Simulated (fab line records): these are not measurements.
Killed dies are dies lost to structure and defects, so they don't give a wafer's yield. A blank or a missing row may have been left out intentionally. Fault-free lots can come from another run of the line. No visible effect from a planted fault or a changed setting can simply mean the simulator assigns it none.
Chamber matching / flow sky130 / rie diel-03 running SKY_METAL4_ETCH_17: 4 sister chambers
The step etches SiO2 in C4F8/O2/Ar, stops on TiN, time 3.9 s, target depth 15 nm. 8 wafers are shown with their chamber, then 12 later ones without.

## WAFERS, EACH WITH ITS CHAMBER
wafer=L087.2; chamber=3; rf fwd power W (W)=1465; oes product au (a.u.)=0.754
wafer=L087.3; chamber=0; rf fwd power W (W)=1482; oes product au (a.u.)=0.749
wafer=L090.2; chamber=2; rf fwd power W (W)=1464; oes product au (a.u.)=0.745
wafer=L090.4; chamber=0; rf fwd power W (W)=1464; oes product au (a.u.)=0.756
wafer=L090.5; chamber=1; rf fwd power W (W)=1461; oes product au (a.u.)=0.751
wafer=L092.1; chamber=1; rf fwd power W (W)=1454; oes product au (a.u.)=0.749
wafer=L092.3; chamber=3; rf fwd power W (W)=1464; oes product au (a.u.)=0.733
wafer=L092.4; chamber=2; rf fwd power W (W)=1461; oes product au (a.u.)=0.746

## WAFERS MISSING THEIR CHAMBER
wafer=L093.1; rf fwd power W (W)=1482; oes product au (a.u.)=0.749
wafer=L093.2; rf fwd power W (W)=1460; oes product au (a.u.)=0.747
wafer=L093.6; rf fwd power W (W)=1467; oes product au (a.u.)=0.761
wafer=L094.1; rf fwd power W (W)=1457; oes product au (a.u.)=0.744
wafer=L094.5; rf fwd power W (W)=1480; oes product au (a.u.)=0.760
wafer=L094.6; rf fwd power W (W)=1460; oes product au (a.u.)=0.754
wafer=L095.1; rf fwd power W (W)=1467; oes product au (a.u.)=0.747
wafer=L095.3; rf fwd power W (W)=1464; oes product au (a.u.)=0.750
wafer=L095.6; rf fwd power W (W)=1461; oes product au (a.u.)=0.753
wafer=L097.2; rf fwd power W (W)=1458; oes product au (a.u.)=0.750
wafer=L097.5; rf fwd power W (W)=1469; oes product au (a.u.)=0.758
wafer=L097.6; rf fwd power W (W)=1460; oes product au (a.u.)=0.760

## WHICH CHAMBER EACH ONE RAN IN
wafer=L093.1; from the rows above=can't be placed: 0 or 3 or 2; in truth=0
wafer=L093.2; from the rows above=can't be placed: 2 or 1 or 3 or 0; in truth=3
wafer=L093.6; from the rows above=can't be placed: 0 or 1 or 2 or 3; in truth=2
wafer=L094.1; from the rows above=can't be placed: 1 or 2 or 3 or 0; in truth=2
wafer=L094.5; from the rows above=can't be placed: 0 or 3 or 2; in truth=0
wafer=L094.6; from the rows above=can't be placed: 1 or 2 or 3 or 0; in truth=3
wafer=L095.1; from the rows above=can't be placed: 3 or 2 or 0 or 1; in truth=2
wafer=L095.3; from the rows above=can't be placed: 2 or 3 or 1 or 0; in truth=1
wafer=L095.6; from the rows above=can't be placed: 1 or 2 or 3 or 0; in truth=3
wafer=L097.2; from the rows above=can't be placed: 1 or 2 or 3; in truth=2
wafer=L097.5; from the rows above=can't be placed: 0 or 2 or 1 or 3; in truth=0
wafer=L097.6; from the rows above=can't be placed: 1 or 2 or 0 or 3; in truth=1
0 of 12 placed correctly. Unplaceable from these rows: 12, with the true chamber sitting among the candidates in 12. 0 placed wrongly.
How it was worked out, from the rows above alone: a wafer's distance from a chamber is the root of the sum, over the readings, of the square of ((its reading less the chamber's mean) divided by the reading's scatter). If the next closest chamber is less than 2 further off than the closest, the wafer can't be placed; otherwise it belongs to the closest. The mean given for a chamber averages the wafers shown for that chamber. The scatter: take each reading less its chamber's mean, square it, sum over the shown wafers, divide by the number of wafers less the number of chambers, and take the root.
